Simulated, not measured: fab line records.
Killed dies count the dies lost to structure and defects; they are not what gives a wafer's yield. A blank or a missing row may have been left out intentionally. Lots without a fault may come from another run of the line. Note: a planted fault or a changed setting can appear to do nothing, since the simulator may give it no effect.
What tool caused it?	flow gf180mcu	14 lots with 40 wafers sampled at 4 steps, on a route of 602 steps

WHAT EACH GAUGE READ, for each wafer
GF_M2_RS_MEAS_05: the measuring method here is four-point-probe. Usual: M2_ALCU_RS gives 0.0694 ohm/sq (standard deviation 0.00073).
lot	measured	on	M2_ALCU_RS (ohm/sq)	flag
L260	day 18 06:08	film-metro-01	0.0693 0.0691 0.0695	
L261	day 18 20:05	film-metro-03	0.0687 0.0686 0.0690	
L262	day 19 02:31	film-metro-01	0.0684 0.0686 0.0689	
L263	day 19 13:55	film-metro-01	0.0696 0.0695 0.0694	
L264	day 19 23:14	film-metro-03	0.0687 0.0690 0.0686	
L265	day 20 04:43	film-metro-03	0.0686 0.0688 0.0695	
L266	day 20 19:28	film-metro-01	0.0696 0.0681 0.0694	
L267	day 21 00:04	film-metro-03	0.0695 0.0692 0.0698	
L268	day 21 05:24	film-metro-03	0.0678 0.0690 0.0685	
L270	day 22 04:39	film-metro-01	0.0687 0.0688	
L271	day 22 09:59	film-metro-03	0.0698 0.0690	
L278	day 24 20:45	film-metro-03	0.0686 0.0687 0.0686	
L279	day 25 03:28	film-metro-02	0.0708 0.0706 0.0703	
L280	day 25 10:09	film-metro-03	0.0702 0.0695 0.0698	

TOOL THAT RAN EACH LOT (tool first, then ch and the chambers of the sampled wafers, then the start)
lot	GF_POLY_GATE_ETCH_12	GF_HV_LDD_SOFTBAKE_27	GF_CONTACT_ETCH_16
L260	rie-diel-02 ch 1,2,3, day 9 07:40	litho-track-02 ch 0, day 11 06:36	rie-diel-02 ch 0,2,3, day 16 03:52
L261	rie-diel-02 ch 0,2, day 9 16:44	litho-track-01 ch 0, day 11 16:52	rie-diel-01 ch 1,3, day 16 17:13
L262	rie-diel-04 ch 0,3, day 9 21:32	litho-track-01 ch 0, day 11 21:35	rie-diel-01 ch 0,2,3, day 16 23:04
L263	rie-diel-04 ch 0,1,3, day 10 05:52	litho-track-03 ch 0, day 12 06:43	rie-diel-01 ch 0,1,2, day 17 10:16
L264	rie-diel-02 ch 0,1,3, day 10 12:46	litho-track-03 ch 0, day 12 14:43	rie-diel-01 ch 0,1,3, day 17 18:40
L265	rie-diel-02 ch 0,1,3, day 10 18:19	litho-track-01 ch 0, day 12 18:40	rie-diel-02 ch 1,3, day 17 22:55
L266	rie-diel-02 ch 1,2,3, day 11 02:14	litho-track-02 ch 0, day 13 07:26	rie-diel-02 ch 0,1,3, day 18 14:01
L267	rie-diel-04 ch 2,3, day 11 07:44	litho-track-03 ch 0, day 13 10:28	rie-diel-01 ch 0,1,3, day 18 19:31
L268	rie-diel-01 ch 0,1, day 11 11:19	litho-track-03 ch 0, day 13 14:08	rie-diel-01 ch 0,3, day 18 23:08
L270	rie-diel-02 ch 0,3, day 12 05:38	litho-track-03 ch 0, day 14 11:13	rie-diel-01 ch 0,3, day 19 23:55
L271	rie-diel-04 ch 2,3, day 12 12:25	litho-track-03 ch 0, day 14 18:37	rie-diel-01 ch 1,2, day 20 05:46
L278	rie-diel-01 ch 1,2,3, day 14 15:40	litho-track-02 ch 0, day 17 04:06	rie-diel-03 ch 1,2,3, day 22 19:49
L279	rie-diel-01 ch 0,2, day 14 20:43	litho-track-03 ch 0, day 17 07:28	rie-diel-02 ch 0,1, day 23 01:57
L280	rie-diel-01 ch 0,3, day 15 06:52	litho-track-02 ch 0, day 17 17:00	rie-diel-03 ch 0,2,3, day 23 09:46
- GF_POLY_GATE_ETCH_12: etches BARC in N2/H2.
- GF_HV_LDD_SOFTBAKE_27: time 60 s.
- GF_CONTACT_ETCH_16: etches BARC in N2/H2.

WHAT THE TOOLS THEMSELVES READ (means of the sampled wafers that have a number; where no wafer has one, the mark that the record gives instead)
GF_POLY_GATE_ETCH_12. Usual: drypump-motor-current-A 5.6 A, standard deviation 0.51; oes-product-au 0.736 a.u., standard deviation 0.0048; throttle-valve-pct 13.214 %, standard deviation 0.009.
lot	tool	drypump-motor-current-A (A)	oes-product-au (a.u.)	throttle-valve-pct (%)	flag
L260	rie-diel-02	5.7	0.731	13.214	
L261	rie-diel-02	4.9	0.738	13.220	
L262	rie-diel-04	5.5	0.735	13.215	
L263	rie-diel-04	5.7	0.742	13.217	
L264	rie-diel-02	5.6	0.740	13.222	
L265	rie-diel-02	5.5	0.733	13.212	
L266	rie-diel-02	5.7	0.736	13.210	
L267	rie-diel-04	5.7	0.734	13.213	
L268	rie-diel-01	4.9	0.738	13.215	
L270	rie-diel-02	5.3	0.734	13.221	
L271	rie-diel-04	6.0	0.734	13.211	
L278	rie-diel-01	5.7	0.734	13.212	
L279	rie-diel-01	5.2	0.738	13.211	
L280	rie-diel-01	5.4	0.735	13.209	

GF_HV_LDD_SOFTBAKE_27. Usual: exhaust-pa 45.0 Pa, standard deviation 0.98; heater-power-total-W 56.59 W, standard deviation 0.046; run-length-s 88.86 s, standard deviation 0.14.
lot	tool	exhaust-pa (Pa)	heater-power-total-W (W)	run-length-s (s)	flag
L260	litho-track-02	45.3	56.61	88.85	
L261	litho-track-01	44.0	56.61	88.69	
L262	litho-track-01	44.3	56.62	88.74	
L263	litho-track-03	45.3	56.61	88.92	
L264	litho-track-03	44.6	56.59	88.91	
L265	litho-track-01	45.0	56.62	88.65	
L266	litho-track-02	45.9	56.61	88.81	
L267	litho-track-03	45.4	56.60	88.94	
L268	litho-track-03	44.6	56.54	88.87	
L270	litho-track-03	45.0	56.57	90.70	OFF
L271	litho-track-03	46.1	56.64	90.57	OFF
L278	litho-track-02	44.4	56.61	88.96	
L279	litho-track-03	43.9	56.65	88.89	
L280	litho-track-02	44.2	56.60	88.95	

GF_CONTACT_ETCH_16. Usual: drypump-motor-current-A 5.5 A, standard deviation 0.56; oes-product-au 0.854 a.u., standard deviation 0.0052; throttle-valve-pct 13.225 %, standard deviation 0.0084.
lot	tool	drypump-motor-current-A (A)	oes-product-au (a.u.)	throttle-valve-pct (%)	flag
L260	rie-diel-02	5.3	0.856	13.225	
L261	rie-diel-01	5.4	0.845	13.222	
L262	rie-diel-01	5.7	0.851	13.224	
L263	rie-diel-01	5.2	0.851	13.216	
L264	rie-diel-01	5.4	0.849	13.227	
L265	rie-diel-02	5.9	0.862	13.228	
L266	rie-diel-02	5.5	0.859	13.218	
L267	rie-diel-01	5.4	0.853	13.226	
L268	rie-diel-01	5.4	0.857	13.225	
L270	rie-diel-01	5.7	0.862	13.230	
L271	rie-diel-01	5.4	0.851	13.236	
L278	rie-diel-03	5.4	0.851	13.219	
L279	rie-diel-02	5.5	0.853	13.227	
L280	rie-diel-03	5.1	0.851	13.220	

THE ANSWER, worked out from the rows above alone
Rule: a lot is off if the mean of its wafers that have a number lies more than 3 standard deviations from the usual mean. A lot without any number at a reading at which 4 lots or more have one is off too. The other lots that the step has rows for count as sound. After the gauges, taken in route order, come the tools' own readings; for these a lot's mean is taken, as printed above. The first step at which some lot is off is used, and at that step the reading that is off furthest; a lot without a number counts as furthest.
Off: L270, L271, at GF_HV_LDD_SOFTBAKE_27 (run-length-s).
A tool fits if, at that step or a process step before it, it ran every lot that is off, and no sound lot after the first of them. None of those tried fits.

WHAT HAD BEEN PUT IN BY THE SIMULATOR
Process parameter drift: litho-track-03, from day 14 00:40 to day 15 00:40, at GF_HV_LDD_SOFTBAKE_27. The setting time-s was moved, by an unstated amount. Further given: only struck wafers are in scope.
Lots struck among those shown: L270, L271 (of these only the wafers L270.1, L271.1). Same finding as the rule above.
